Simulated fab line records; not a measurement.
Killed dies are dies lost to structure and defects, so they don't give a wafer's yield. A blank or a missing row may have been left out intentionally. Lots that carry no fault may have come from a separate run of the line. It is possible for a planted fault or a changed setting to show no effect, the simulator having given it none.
Which tool is to blame? | flow sfqLine | 14 lots with 42 wafers sampled at 4 steps, on a route of 325 steps

== WHAT THE GAUGES READ, wafer by wafer ==
SFQ_I4_OVL_MEAS_928.
lot  | measured     | on         | I4_OVL (nm)
L752 | day 46 17:54 | overlay-02 | -4 -7 -7
L755 | day 49 03:58 | overlay-02 | -8 -2 -4
L756 | day 49 05:10 | overlay-02 | -1 -4 -9
L757 | day 49 06:21 | overlay-02 | -3 3 1
L764 | day 56 16:29 | overlay-01 | 0 3 -1
L766 | day 56 23:38 | overlay-02 | -3 -3 -3
L768 | day 57 02:02 | overlay-02 | -15 -6 -8
L769 | day 58 05:24 | overlay-02 | -5 -6 -7
L770 | day 61 05:31 | overlay-01 | 3 2 -2
L771 | day 61 08:23 | overlay-01 | -1 2 -2
L772 | day 61 11:23 | overlay-02 | -10 -5 -8
L773 | day 61 12:46 | overlay-02 | -5 -5 1
L774 | day 61 19:01 | overlay-02 | -2 -3 -4
L775 | day 62 01:49 | overlay-01 | 9 9 6

== WHICH TOOL RAN EACH LOT (tool, then ch and the chambers of the sampled wafers, then the start) ==
lot  | SFQ_TRILAYER_I3_METRO_MEASURE_083 | SFQ_TRILAYER_I4_CMP_CMP_100   | SFQ_TRILAYER_I4_METRO_MEASURE_101
L752 | filmMetro-01, day 35 03:19        | cmp-02 ch 0,1,2, day 41 04:38 | filmMetro-04, day 41 07:58
L755 | filmMetro-01, day 41 07:02        | cmp-01 ch 0,1,3, day 47 01:16 | filmMetro-02, day 47 03:05
L756 | filmMetro-04, day 41 16:26        | cmp-01 ch 0,3, day 47 16:59   | filmMetro-03, day 47 20:12
L757 | filmMetro-04, day 42 00:50        | cmp-02 ch 1,2,3, day 47 20:32 | filmMetro-03, day 47 23:39
L764 | filmMetro-02, day 49 23:59        | cmp-01 ch 1,2,3, day 56 06:27 | filmMetro-04, day 56 09:16
L766 | filmMetro-02, day 50 09:50        | cmp-01 ch 0,2,3, day 56 11:57 | filmMetro-04, day 56 15:04
L768 | filmMetro-02, day 50 15:05        | cmp-02 ch 0,3, day 56 18:52   | filmMetro-02, day 56 21:53
L769 | filmMetro-01, day 50 18:17        | cmp-01 ch 0,1, day 56 20:57   | filmMetro-02, day 57 00:40
L770 | filmMetro-01, day 50 22:52        | cmp-01 ch 0,2,3, day 60 23:18 | filmMetro-03, day 61 02:07
L771 | filmMetro-04, day 51 02:16        | cmp-01 ch 0,1,2, day 61 03:18 | filmMetro-02, day 61 05:31
L772 | filmMetro-01, day 51 04:52        | cmp-01 ch 0,1,3, day 61 05:18 | filmMetro-03, day 61 08:07
L773 | filmMetro-02, day 51 10:40        | cmp-02 ch 1,2,3, day 61 06:12 | filmMetro-04, day 61 09:19
L774 | filmMetro-04, day 51 11:41        | cmp-02 ch 1,3, day 61 12:12   | filmMetro-02, day 61 15:19
L775 | filmMetro-01, day 51 13:40        | cmp-02 ch 1,2,3, day 61 15:12 | filmMetro-03, day 61 18:19
- SFQ_TRILAYER_I3_METRO_MEASURE_083
- SFQ_TRILAYER_I4_CMP_CMP_100: polishes SiO2.
- SFQ_TRILAYER_I4_METRO_MEASURE_101

== AS READ BY THE TOOLS THEMSELVES (means over the sampled wafers that have a number; for cases with no such wafer, the mark the record gives instead) ==
SFQ_TRILAYER_I3_METRO_MEASURE_083.
lot  | tool         | thkNm (nm)
L752 | filmMetro-01 | 199.5
L755 | filmMetro-01 | 200.2
L756 | filmMetro-04 | 200.9
L757 | filmMetro-04 | 199.9
L764 | filmMetro-02 | 200.4
L766 | filmMetro-02 | 199.6
L768 | filmMetro-02 | 201.2
L769 | filmMetro-01 | 199.6
L770 | filmMetro-01 | 199.9
L771 | filmMetro-04 | 199.8
L772 | filmMetro-01 | 200.9
L773 | filmMetro-02 | 201.1
L774 | filmMetro-04 | 200.7
L775 | filmMetro-01 | 201.9

SFQ_TRILAYER_I4_CMP_CMP_100.
lot  | tool   | motorCurrentA (A) | platenRpm (rpm) | timeToEndpointS (s)
L752 | cmp-02 | 11.0              | 60.02           | 215
L755 | cmp-01 | 10.2              | 60.00           | 216
L756 | cmp-01 | 10.2              | 59.95           | 223
L757 | cmp-02 | 9.7               | 60.02           | 210
L764 | cmp-01 | 10.2              | 60.00           | 215
L766 | cmp-01 | 10.6              | 60.09           | 149
L768 | cmp-02 | 10.6              | 60.00           | 218
L769 | cmp-01 | 10.9              | 59.98           | 188
L770 | cmp-01 | 10.3              | 59.99           | 215
L771 | cmp-01 | 11.3              | 59.98           | 212
L772 | cmp-01 | 10.1              | 59.98           | 219
L773 | cmp-02 | 10.0              | 59.94           | 215
L774 | cmp-02 | 10.0              | 60.05           | 212
L775 | cmp-02 | 9.7               | 60.00           | 215

SFQ_TRILAYER_I4_METRO_MEASURE_101.
lot  | tool         | thkNm (nm)
L752 | filmMetro-04 | 199.2
L755 | filmMetro-02 | 200.5
L756 | filmMetro-03 | 199.4
L757 | filmMetro-03 | 199.8
L764 | filmMetro-04 | 201.0
L766 | filmMetro-04 | 200.8
L768 | filmMetro-02 | 200.1
L769 | filmMetro-02 | 200.6
L770 | filmMetro-03 | 200.5
L771 | filmMetro-02 | 200.3
L772 | filmMetro-03 | 199.9
L773 | filmMetro-04 | 199.8
L774 | filmMetro-02 | 200.7
L775 | filmMetro-03 | 199.8

== THE ANSWER, worked out from the rows above alone ==
Rule: the lots themselves supply what counts as usual. The widest of any qualifying gaps counts: lots, ordered by their means at a reading, are off when they make up no more than a third of the lots, leave a main group of 4 or more, and stand apart from it by 3 or more times the standard deviation of that group's means. If all means in a main group match to the digits the tables above print for the reading, that group is not used. Also off: a lot with no number at a reading for which 4 or more lots have one. Where the step has rows for the other lots, those lots are counted as sound. After the gauges, taken in route order, come the tools' own readings; for these a lot's mean is taken, as printed above. The first step at which some lot is off is used, and at that step the reading that is off furthest; a lot without a number counts as furthest.
Off: L766, L769 (SFQ_TRILAYER_I4_CMP_CMP_100, timeToEndpointS). The main group: mean 215 s, standard deviation 3.3.
A tool fits if, at that step or a process step before it, it ran every lot that is off, and no sound lot after the first of them. Of those tried, none fits.

== WHAT THE SIMULATOR HAD PUT IN ==
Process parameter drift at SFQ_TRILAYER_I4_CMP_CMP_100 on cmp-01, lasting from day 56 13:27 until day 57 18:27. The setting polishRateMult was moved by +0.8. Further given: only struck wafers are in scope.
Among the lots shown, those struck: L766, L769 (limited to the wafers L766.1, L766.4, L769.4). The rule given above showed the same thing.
